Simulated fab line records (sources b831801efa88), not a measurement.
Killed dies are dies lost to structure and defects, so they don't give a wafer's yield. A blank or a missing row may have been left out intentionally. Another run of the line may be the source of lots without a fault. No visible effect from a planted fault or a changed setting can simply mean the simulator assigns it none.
fab line records ; flow gf180mcu
record: lots: 14; wafers: 42; lastDay: 34
route steps=602 shown HV_LDD@224 V2@405 M3@423 V3@446
lots with no fault: from the same line, run without faults
startH: start of the lot's first displayed wafer, in hours after the record's first day ; waitH: how many hours have passed since the lot's step before this one ; " repeats the value in the row above ; L1.1+2: a single row standing in for several wafers ; - no value present, or no start provided ; * or withheld: withheld ; < > ~ a bound
route shown NAME@n: names a module that has steps shown in the file, with the first one's number in the route ; usual: mean/standard deviation taken from wafers without a fault ; same: alike in all rows ; chamber/n: place in a boat ; sites: per-site readings ; _std_site: standard deviation across them ; _edge_site: inner sites' mean taken away from outer sites' mean ; radiusMm: how far each site lies from the wafer's centre ; mask NAME#n: copy n ; behind: the most recent tool/chamber to have shaped the wafer ; hold: why the lot went on hold/how many hours it stayed there/how the hold came to an end ; device: whichever transistor did not switch (one of n, p or np) ; end of line: tests of these same wafers at the route's end ; a step given without rows: its recipe and nothing more ; killed: dies lost to structure and defects at the first sort, not the wafer's yield ; map: per-die view of a wafer (x killed, . not killed, _ where there is no die)
set.NAME: the run value of the setting; set.NAME@STEP: its run value at that earlier step ; model.NAME: the simulator's own value behind a step, which no gauge read
the route's steps for a sample of lots (tables are steps, rows are wafers)
services: the hour from which a tool's chamber was out of use, counted from the record's first day as startH (under 0 if before that day), plus the number of hours and why
== steps ==
step: GF_HV_LDD_IMPLANT_48
recipe: species: B; energyKev: 25; doseCm2: 3e+13; tiltDeg: 7
usual: beamEnergyKeV: 25.000/0.0075; endStationPressureTorr: 5.13e-06/2.6e-07
lot.wafer;tool;chamber;startH;waitH;beamEnergyKeV;endStationPressureTorr
L535.2;implanter-02;0;271.95;0.0;24.996;5.18e-06
L535.3;implanter-02;0;271.95;0.0;24.995;5.08e-06
L535.6;implanter-02;0;271.95;0.0;25.006;5.6e-06
L536.1;implanter-02;0;280.20;0.0;24.995;5.42e-06
L536.2;implanter-02;0;280.20;0.0;24.997;4.64e-06
L536.3;implanter-02;0;280.20;0.0;24.998;5.28e-06
L537.2;implanter-02;0;291.53;0.0;25.007;5.33e-06
L537.3;implanter-02;0;291.53;0.0;25.002;5.42e-06
L537.6;implanter-02;0;291.53;0.0;25.006;5.21e-06
L538.4;implanter-02;0;296.10;0.1;24.992;5.25e-06
L538.5;implanter-02;0;296.10;0.1;24.990;5.19e-06
L538.6;implanter-02;0;296.10;0.1;24.994;4.68e-06
L539.1;implanter-02;0;305.11;0.0;24.987;4.64e-06
L539.2;implanter-02;0;305.11;0.0;25.000;5.02e-06
L539.5;implanter-02;0;305.11;0.0;24.998;5.15e-06
L542.1;implanter-03;0;329.35;0.0;25.002;5.34e-06
L542.2;implanter-03;0;329.35;0.0;24.999;5.18e-06
L542.6;implanter-03;0;329.35;0.0;25.003;4.93e-06
L543.2;implanter-02;0;338.30;0.0;25.015;4.9e-06
L543.4;implanter-02;0;338.30;0.0;25.008;5.12e-06
L543.6;implanter-02;0;338.30;0.0;25.018;5.09e-06
L544.3;implanter-04;0;345.17;0.1;24.992;5.39e-06
L544.4;implanter-04;0;345.17;0.1;25.003;4.91e-06
L544.6;implanter-04;0;345.17;0.1;25.000;5.11e-06
L545.2;implanter-02;0;353.25;0.0;24.985;5.58e-06
L545.4;implanter-02;0;353.25;0.0;24.994;5.02e-06
L545.6;implanter-02;0;353.25;0.0;24.988;5.12e-06
L548.2;implanter-03;0;381.20;0.0;25.006;5.21e-06
L548.4;implanter-03;0;381.20;0.0;24.997;5.16e-06
L548.6;implanter-03;0;381.20;0.0;25.004;4.87e-06
L549.2;implanter-04;0;387.68;0.0;24.996;5.4e-06
L549.4;implanter-04;0;387.68;0.0;25.010;5.01e-06
L549.5;implanter-04;0;387.68;0.0;25.008;5.45e-06
L556.2;implanter-03;0;445.80;0.0;16.420;5.33e-06
L556.3;implanter-03;0;445.80;0.0;16.425;5.71e-06
L556.5;implanter-03;0;445.80;0.0;16.426;5.21e-06
L557.1;implanter-03;0;461.65;0.0;16.406;4.98e-06
L557.3;implanter-03;0;461.65;0.0;16.430;5.09e-06
L557.5;implanter-03;0;461.65;0.0;16.425;5.23e-06
L558.1;implanter-04;0;461.82;0.0;25.007;4.91e-06
L558.3;implanter-04;0;461.82;0.0;24.994;4.88e-06
L558.4;implanter-04;0;461.82;0.0;25.009;5.33e-06
step: GF_HV_LDD_TW_MEAS_50
usual: HV_LDD_4_TW: 570/4.5
lot.wafer;tool;chamber;startH;waitH;hold;HV_LDD_4_TW
L535.2;filmMetro-04;-;272.18;0.1;-;573
L535.3;filmMetro-04;-;272.18;0.1;-;575
L535.6;filmMetro-04;-;272.18;0.1;-;576
L536.1;filmMetro-04;-;280.45;0.1;-;573
L536.2;filmMetro-04;-;280.45;0.1;-;573
L536.3;filmMetro-04;-;280.45;0.1;-;576
L537.2;filmMetro-04;-;291.77;0.1;-;574
L537.3;filmMetro-04;-;291.77;0.1;-;575
L537.6;filmMetro-04;-;291.77;0.1;-;574
L538.4;filmMetro-01;-;296.30;0.1;-;573
L538.5;filmMetro-01;-;296.30;0.1;-;568
L538.6;filmMetro-01;-;296.30;0.1;-;569
L539.1;filmMetro-01;-;305.36;0.1;-;568
L539.2;filmMetro-01;-;305.36;0.1;-;572
L539.5;filmMetro-01;-;305.36;0.1;-;568
L542.1;filmMetro-01;-;329.60;0.1;-;570
L542.2;filmMetro-01;-;329.60;0.1;-;569
L542.6;filmMetro-01;-;329.60;0.1;-;568
L543.2;filmMetro-02;-;338.54;0.1;-;563
L543.4;filmMetro-02;-;338.54;0.1;-;565
L543.6;filmMetro-02;-;338.54;0.1;-;568
L544.3;filmMetro-01;-;345.39;0.1;-;566
L544.4;filmMetro-01;-;345.39;0.1;-;568
L544.6;filmMetro-01;-;345.39;0.1;-;566
L545.2;filmMetro-04;-;353.48;0.1;-;573
L545.4;filmMetro-04;-;353.48;0.1;-;575
L545.6;filmMetro-04;-;353.48;0.1;-;574
L548.2;filmMetro-01;-;381.43;0.1;-;573
L548.4;filmMetro-01;-;381.43;0.1;-;567
L548.6;filmMetro-01;-;381.43;0.1;-;569
L549.2;filmMetro-04;-;387.91;0.1;-;575
L549.4;filmMetro-04;-;387.91;0.1;-;575
L549.5;filmMetro-04;-;387.91;0.1;-;573
L556.2;filmMetro-02;-;446.03;0.1;awaitDispo/0.2h/release;510
L556.3;filmMetro-02;-;446.03;0.1;awaitDispo/0.2h/release;510
L556.5;filmMetro-02;-;446.03;0.1;awaitDispo/0.2h/release;509
L556.2;filmMetro-02;-;446.26;0.2;-;509
L556.3;filmMetro-02;-;446.26;0.2;-;511
L556.5;filmMetro-02;-;446.26;0.2;-;512
L557.1;filmMetro-04;-;461.90;0.1;awaitDispo/0.2h/release;525
L557.3;filmMetro-04;-;461.90;0.1;awaitDispo/0.2h/release;523
L557.5;filmMetro-04;-;461.90;0.1;awaitDispo/0.2h/release;524
L557.1;filmMetro-04;-;462.16;0.2;-;526
L557.3;filmMetro-04;-;462.16;0.2;-;524
L557.5;filmMetro-04;-;462.16;0.2;-;528
L558.1;filmMetro-01;-;462.07;0.1;-;570
L558.3;filmMetro-01;-;462.07;0.1;-;569
L558.4;filmMetro-01;-;462.07;0.1;-;568
step: GF_V2_CVD_23
recipe: material: W; targetThkNm: 350; timeS: 104.94; tempC: 400; pressureTorr: 40
usual: heaterPowerW: 820/56
lot.wafer;tool;chamber;startH;waitH;heaterPowerW
L535.2;cvdW-02;0;461.56;0.0;818
L535.3;cvdW-02;0;461.56;0.0;828
L535.6;cvdW-02;0;461.56;0.0;825
L536.1;cvdW-01;1;468.90;0.0;777
L536.2;cvdW-01;0;468.90;0.0;727
L536.3;cvdW-01;0;468.90;0.0;749
L537.2;cvdW-02;1;483.19;0.0;889
L537.3;cvdW-02;1;483.19;0.0;865
L537.6;cvdW-02;0;483.19;0.0;828
L538.4;cvdW-01;0;491.31;0.1;732
L538.5;cvdW-01;1;491.31;0.1;776
L538.6;cvdW-01;0;491.31;0.1;741
L539.1;cvdW-02;0;498.62;0.0;836
L539.2;cvdW-02;1;498.62;0.0;902
L539.5;cvdW-02;0;498.62;0.0;823
L542.1;cvdW-01;0;526.60;0.0;744
L542.2;cvdW-01;1;526.60;0.0;766
L542.6;cvdW-01;1;526.60;0.0;780
L543.2;cvdW-02;0;537.52;0.0;823
L543.4;cvdW-02;1;537.52;0.0;876
L543.6;cvdW-02;1;537.52;0.0;901
L544.3;cvdW-02;1;541.81;0.1;873
L544.4;cvdW-02;0;541.81;0.1;841
L544.6;cvdW-02;0;541.81;0.1;847
L545.2;cvdW-02;1;553.73;0.0;876
L545.4;cvdW-02;0;553.73;0.0;838
L545.6;cvdW-02;1;553.73;0.0;907
L548.2;cvdW-02;1;581.96;0.0;899
L548.4;cvdW-02;1;581.96;0.0;911
L548.6;cvdW-02;0;581.96;0.0;832
L549.2;cvdW-02;0;585.33;0.0;823
L549.4;cvdW-02;1;585.33;0.0;887
L549.5;cvdW-02;1;585.33;0.0;904
L558.1;cvdW-01;0;650.86;0.0;737
L558.3;cvdW-01;1;650.86;0.0;789
L558.4;cvdW-01;0;650.86;0.0;751
L557.1;cvdW-02;0;652.66;0.0;818
L557.3;cvdW-02;0;652.66;0.0;841
L557.5;cvdW-02;0;652.66;0.0;854
step: GF_M3_CD_MEAS_14
recipe: targetCdNm: 280
usual: cdNm: 280.1/1.4
lot.wafer;tool;chamber;startH;waitH;cdNm
L535.2;cdSem-01;-;486.21;0.1;278.7
L535.3;cdSem-01;-;486.21;0.1;279.0
L535.6;cdSem-01;-;486.21;0.1;278.5
L536.1;cdSem-02;-;493.35;0.1;280.3
L536.2;cdSem-02;-;493.35;0.1;278.7
L536.3;cdSem-02;-;493.35;0.1;278.8
L537.2;cdSem-02;-;507.71;0.1;277.9
L537.3;cdSem-02;-;507.71;0.1;277.3
L537.6;cdSem-02;-;507.71;0.1;278.0
L538.4;cdSem-01;-;515.16;0.1;280.8
L538.5;cdSem-01;-;515.16;0.1;279.6
L538.6;cdSem-01;-;515.16;0.1;280.4
L539.1;cdSem-02;-;522.64;0.1;276.6
L539.2;cdSem-02;-;522.64;0.1;277.9
L539.5;cdSem-02;-;522.64;0.1;277.2
L542.1;cdSem-01;-;550.14;0.1;279.4
L542.2;cdSem-01;-;550.14;0.1;278.0
L542.6;cdSem-01;-;550.14;0.1;279.6
L543.2;cdSem-02;-;561.10;0.2;279.3
L543.4;cdSem-02;-;561.10;0.2;278.8
L543.6;cdSem-02;-;561.10;0.2;279.0
L544.3;cdSem-01;-;564.94;0.1;280.0
L544.4;cdSem-01;-;564.94;0.1;281.1
L544.6;cdSem-01;-;564.94;0.1;281.4
L545.2;cdSem-01;-;575.65;0.1;282.7
L545.4;cdSem-01;-;575.65;0.1;284.1
L545.6;cdSem-01;-;575.65;0.1;281.7
L548.2;cdSem-02;-;603.70;0.1;281.1
L548.4;cdSem-02;-;603.70;0.1;282.3
L548.6;cdSem-02;-;603.70;0.1;281.2
L549.2;cdSem-02;-;606.80;0.1;279.7
L549.4;cdSem-02;-;606.80;0.1;280.0
L549.5;cdSem-02;-;606.80;0.1;279.6
L558.1;cdSem-02;-;671.34;0.1;281.2
L558.3;cdSem-02;-;671.34;0.1;280.5
L558.4;cdSem-02;-;671.34;0.1;280.3
L557.1;cdSem-01;-;672.98;0.1;280.1
L557.3;cdSem-01;-;672.98;0.1;279.9
L557.5;cdSem-01;-;672.98;0.1;279.1
step: GF_V3_ETCH_17
recipe: chemistry: C4F8/O2/Ar; maskMaterial: KrF; target: SiO2; stopOn: TiN; sourceW: 1500; biasW: 1200; pressureMtorr: 40; c4f8FlowSccm: withheld; O2_flow_sccm: 6; Ar_flow_sccm: 300; timeS: withheld; targetDepthA: 6350
usual: oesProductAu: 0.855/0.0049
lot.wafer;tool;chamber;startH;waitH;oesProductAu
L535.2;rieDiel-04;3;-;-;0.863
L535.3;rieDiel-04;2;-;-;0.859
L535.6;rieDiel-04;3;-;-;0.856
L536.1;rieDiel-04;3;-;-;0.854
L536.2;rieDiel-04;2;-;-;0.858
L536.3;rieDiel-04;1;-;-;0.856
L537.2;rieDiel-01;1;-;-;0.853
L537.3;rieDiel-01;0;-;-;0.851
L537.6;rieDiel-01;3;-;-;0.851
L538.4;rieDiel-01;0;-;-;0.854
L538.5;rieDiel-01;1;-;-;0.856
L538.6;rieDiel-01;3;-;-;0.859
L539.1;rieDiel-01;0;-;-;0.856
L539.2;rieDiel-01;1;-;-;0.858
L539.5;rieDiel-01;3;-;-;0.851
L542.1;rieDiel-02;1;-;-;0.867
L542.2;rieDiel-02;2;-;-;0.853
L542.6;rieDiel-02;1;-;-;0.841
L543.2;rieDiel-04;1;-;-;0.865
L543.4;rieDiel-04;2;-;-;0.851
L543.6;rieDiel-04;3;-;-;0.852
L544.3;rieDiel-02;2;-;-;0.857
L544.4;rieDiel-02;1;-;-;0.851
L544.6;rieDiel-02;0;-;-;0.860
L545.2;rieDiel-04;3;-;-;0.847
L545.4;rieDiel-04;1;-;-;0.863
L545.6;rieDiel-04;1;-;-;0.855
L548.2;rieDiel-04;3;-;-;0.858
L548.4;rieDiel-04;0;-;-;0.853
L548.6;rieDiel-04;3;-;-;0.858
L549.2;rieDiel-02;1;-;-;0.854
L549.4;rieDiel-02;1;-;-;0.859
L549.5;rieDiel-02;3;-;-;0.854
L558.1;rieDiel-01;3;-;-;0.855
L558.3;rieDiel-01;2;-;-;0.850
L558.4;rieDiel-01;0;-;-;0.852
L557.1;rieDiel-01;3;-;-;0.859
L557.3;rieDiel-01;2;-;-;0.844
L557.5;rieDiel-01;3;-;-;0.859
== services ==
tool;chamber;startH;hours;kind
rieDiel-01;1;256.13;2.1;repair
rieDiel-01;2;256.88;4.2;repair
rieDiel-01;2;303.09;3.8;repair
rieDiel-04;2;315.13;11.2;repair
implanter-03;-;332.23;4.8;repair
rieDiel-01;0;357.46;5.5;repair
implanter-02;-;360.42;3.8;repair
rieDiel-01;2;394.66;9.1;repair
rieDiel-01;-;419.04;4.0;pm
cvdW-02;0;429.25;1.2;repair
rieDiel-01;3;431.93;2.7;repair
implanter-02;-;434.04;1.5;repair
rieDiel-01;3;461.31;31.4;repair
cvdW-02;1;467.33;4.5;repair
rieDiel-01;0;479.58;7.1;repair
rieDiel-01;-;490.63;2.8;pm
implanter-02;-;601.63;3.3;repair
rieDiel-01;3;605.63;1.7;repair
rieDiel-01;3;625.14;8.8;repair
implanter-02;-;636.35;4.4;pm
cvdW-02;1;643.89;11.4;repair
cvdW-02;-;665.90;2.1;repair
rieDiel-01;2;676.23;5.7;repair
cvdW-02;-;681.94;0.7;repair
== key ==
firstSign: step: GF_HV_LDD_IMPLANT_48; reading: beamEnergyKeV; direction: down; sigmas: 99+; usual: 25.000; struck: 16.422
effect: step: GF_HV_LDD_TW_MEAS_50; reading: visit; direction: added
effect: step: GF_HV_LDD_TW_MEAS_50; reading: HV_LDD_4_TW; direction: down; sigmas: 12; usual: 570; struck: 517
metAt GF_HV_LDD_IMPLANT_48
struckLots L556,L557
rowsEnd L556.2,L556.3,L556.5
testerLeftOut L557
notActingAt GF_V2_CVD_23,GF_M3_CD_MEAS_14,GF_V3_ETCH_17
onsetBetween 381.20 445.80
fault: kind: processParameterDrift; tool: implanter-03; chamber: -; onsetH: 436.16; steps: GF_HV_LDD_IMPLANT_48; channel: energyKev; offset: -8.5808; shape: step; endH: 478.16; actsIn: theseRecipesOnly; stated: 25
testerLeftOut: of these lots the tester's yield and bins aren't shown, on N5 and GAA mostly nor the transistor test; their killed dies are dies lost to structure and defects alone, not to doping, threshold or leakage, so they don't give the yield
rowsEnd: these wafers met a further fault down the route, and their rows from its step on are left out
